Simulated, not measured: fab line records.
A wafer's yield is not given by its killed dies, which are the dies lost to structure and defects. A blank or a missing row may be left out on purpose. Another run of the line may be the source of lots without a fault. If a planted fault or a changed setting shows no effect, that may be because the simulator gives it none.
Commonality check across tools :: flow sky130 :: Sample size 11 lots and 33 wafers

## WHAT PROMPTED THE OPENING
Of 11 lots, 2 have the reading PWDE_TW flagged at SKY_PWDE_TW_MEAS_10. Fault-free wafers read 376.3, with a standard deviation of 2.4.
Rule: a lot is flagged in two cases, either no wafer of it has a number, or all its wafers with numbers fall more than 4 standard deviations from that mean. The rest of the lots are taken to be sound.

lot: L674
measured: day 3 22:22
on: film-metro-01
PWDE_TW, wafer by wafer: 378.3 375.7 375.7
flag: 

lot: L677
measured: day 4 16:57
on: film-metro-04
PWDE_TW, wafer by wafer: 379.1 378.7 378.4
flag: 

lot: L678
measured: day 4 19:55
on: film-metro-01
PWDE_TW, wafer by wafer: 377.6 380.8 377.4
flag: 

lot: L679
measured: day 5 01:36
on: film-metro-04
PWDE_TW, wafer by wafer: 375.1 374.9 375.7
flag: 

lot: L682
measured: day 5 19:04
on: film-metro-02
PWDE_TW, wafer by wafer: 374.1 373.3 374.6
flag: 

lot: L683
measured: day 5 22:47
on: film-metro-01
PWDE_TW, wafer by wafer: 378.3 379.2 379.1
flag: 

lot: L684
measured: day 6 04:21
on: film-metro-02
PWDE_TW, wafer by wafer: 374.1 372.7 375.5
flag: 

lot: L686
measured: day 6 20:15
on: film-metro-01
PWDE_TW, wafer by wafer: 379.5 379.0 381.2
flag: 

lot: L688
measured: day 7 03:51
on: film-metro-04
PWDE_TW, wafer by wafer: 400.0 399.4 401.3
flag: FLAGGED

lot: L692
measured: day 8 03:01
on: film-metro-04
PWDE_TW, wafer by wafer: 403.3 397.3 399.6
flag: FLAGGED

lot: L697
measured: day 9 04:54
on: film-metro-01
PWDE_TW, wafer by wafer: 377.8 376.8 374.9
flag: 
The mean of the flagged lots' numbers is 400.1, +23.8 from the usual (+10 standard deviations).

## WHICH TOOL EACH LOT WENT THROUGH
Before the reading, the record contains 2 process steps out of a 708-step route. Each cell gives the tool, then ch followed by the chambers the sampled wafers passed through, then the start.
lot: L674
flag: 
SKY_FIELD_ISO_CMP_27: cmp-02 ch 0,1,3, day 2 10:47
SKY_PWDE_IMPLANT_08: implanter-01 ch 0, day 3 22:08

lot: L677
flag: 
SKY_FIELD_ISO_CMP_27: cmp-02 ch 0,2, day 3 04:26
SKY_PWDE_IMPLANT_08: implanter-01 ch 0, day 4 16:42

lot: L678
flag: 
SKY_FIELD_ISO_CMP_27: cmp-02 ch 0,1,3, day 3 08:10
SKY_PWDE_IMPLANT_08: implanter-03 ch 0, day 4 19:42

lot: L679
flag: 
SKY_FIELD_ISO_CMP_27: cmp-01 ch 0,1,2, day 3 12:50
SKY_PWDE_IMPLANT_08: implanter-03 ch 0, day 5 01:21

lot: L682
flag: 
SKY_FIELD_ISO_CMP_27: cmp-01 ch 1,2,3, day 4 04:24
SKY_PWDE_IMPLANT_08: implanter-02 ch 0, day 5 18:49

lot: L683
flag: 
SKY_FIELD_ISO_CMP_27: cmp-02 ch 0,3, day 4 07:13
SKY_PWDE_IMPLANT_08: implanter-03 ch 0, day 5 22:32

lot: L684
flag: 
SKY_FIELD_ISO_CMP_27: cmp-02 ch 0,1,3, day 4 13:00
SKY_PWDE_IMPLANT_08: implanter-02 ch 0, day 6 04:06

lot: L686
flag: 
SKY_FIELD_ISO_CMP_27: cmp-02 ch 1,3, day 5 02:54
SKY_PWDE_IMPLANT_08: implanter-01 ch 0, day 6 20:00

lot: L688
flag: FLAGGED
SKY_FIELD_ISO_CMP_27: cmp-02 ch 0,2,3, day 5 11:02
SKY_PWDE_IMPLANT_08: implanter-01 ch 0, day 7 03:36

lot: L692
flag: FLAGGED
SKY_FIELD_ISO_CMP_27: cmp-02 ch 0,2,3, day 6 07:52
SKY_PWDE_IMPLANT_08: implanter-01 ch 0, day 8 02:49

lot: L697
flag: 
SKY_FIELD_ISO_CMP_27: cmp-01 ch 0,2, day 7 07:14
SKY_PWDE_IMPLANT_08: implanter-02 ch 0, day 9 04:39
What these steps do:
- SKY_FIELD_ISO_CMP_27: polishes, stops on Si3N4, t overpolish 16 s, target thk 457.8 nm.
- SKY_PWDE_IMPLANT_08
- SKY_PWDE_TW_MEAS_10

## FLAGGED AGAINST TOTAL, ONE TOOL AT A TIME (gauges that did the reading follow at the end)
step: SKY_FIELD_ISO_CMP_27
tool: cmp-01
lots run: 3
flagged: 0
share of the flagged lots: none
sound lots run after its first flagged lot: -

step: SKY_FIELD_ISO_CMP_27
tool: cmp-02
lots run: 8
flagged: 2
share of the flagged lots: all
sound lots run after its first flagged lot: 0

step: SKY_PWDE_IMPLANT_08
tool: implanter-01
lots run: 5
flagged: 2
share of the flagged lots: all
sound lots run after its first flagged lot: 0

step: SKY_PWDE_IMPLANT_08
tool: implanter-02
lots run: 3
flagged: 0
share of the flagged lots: none
sound lots run after its first flagged lot: -

step: SKY_PWDE_IMPLANT_08
tool: implanter-03
lots run: 3
flagged: 0
share of the flagged lots: none
sound lots run after its first flagged lot: -

step: SKY_PWDE_TW_MEAS_10
tool: film-metro-01
lots run: 5
flagged: 0
share of the flagged lots: none
sound lots run after its first flagged lot: -

step: SKY_PWDE_TW_MEAS_10
tool: film-metro-02
lots run: 2
flagged: 0
share of the flagged lots: none
sound lots run after its first flagged lot: -

step: SKY_PWDE_TW_MEAS_10
tool: film-metro-04
lots run: 4
flagged: 2
share of the flagged lots: all
sound lots run after its first flagged lot: 0

## THE TABLE: WHAT IT ALLOWS
Every flagged lot was run by 3 rows of the table: cmp-02 at SKY_FIELD_ISO_CMP_27, implanter-01 at SKY_PWDE_IMPLANT_08 and film-metro-04 at SKY_PWDE_TW_MEAS_10.
- cmp-02 at SKY_FIELD_ISO_CMP_27: 2 of its 8 lots flagged. A fault beginning between L686 (day 5 02:54), its last sound lot, and L688 (day 5 11:02), its first flagged one, fits the data.
- implanter-01 at SKY_PWDE_IMPLANT_08: 2 of its 5 lots flagged. A fault beginning between L686 (day 6 20:00), its last sound lot, and L688 (day 7 03:36), its first flagged one, fits the data. Its own readings lie more than 4 standard deviations out on every wafer of the flagged lots: beam-on-s, end-station-pressure-torr, faraday-current-uA.
- film-metro-04 at SKY_PWDE_TW_MEAS_10: 2 of its 4 lots flagged. A fault beginning between L679 (day 5 01:36), its last sound lot, and L688 (day 7 03:51), its first flagged one, fits the data.
A lot count leaves these 3 tools indistinguishable: every one of them fits a fault beginning at some hour. More lots, or a look at what each step does to the wafer, might.

## WHAT WAS PUT IN BY THE SIMULATOR
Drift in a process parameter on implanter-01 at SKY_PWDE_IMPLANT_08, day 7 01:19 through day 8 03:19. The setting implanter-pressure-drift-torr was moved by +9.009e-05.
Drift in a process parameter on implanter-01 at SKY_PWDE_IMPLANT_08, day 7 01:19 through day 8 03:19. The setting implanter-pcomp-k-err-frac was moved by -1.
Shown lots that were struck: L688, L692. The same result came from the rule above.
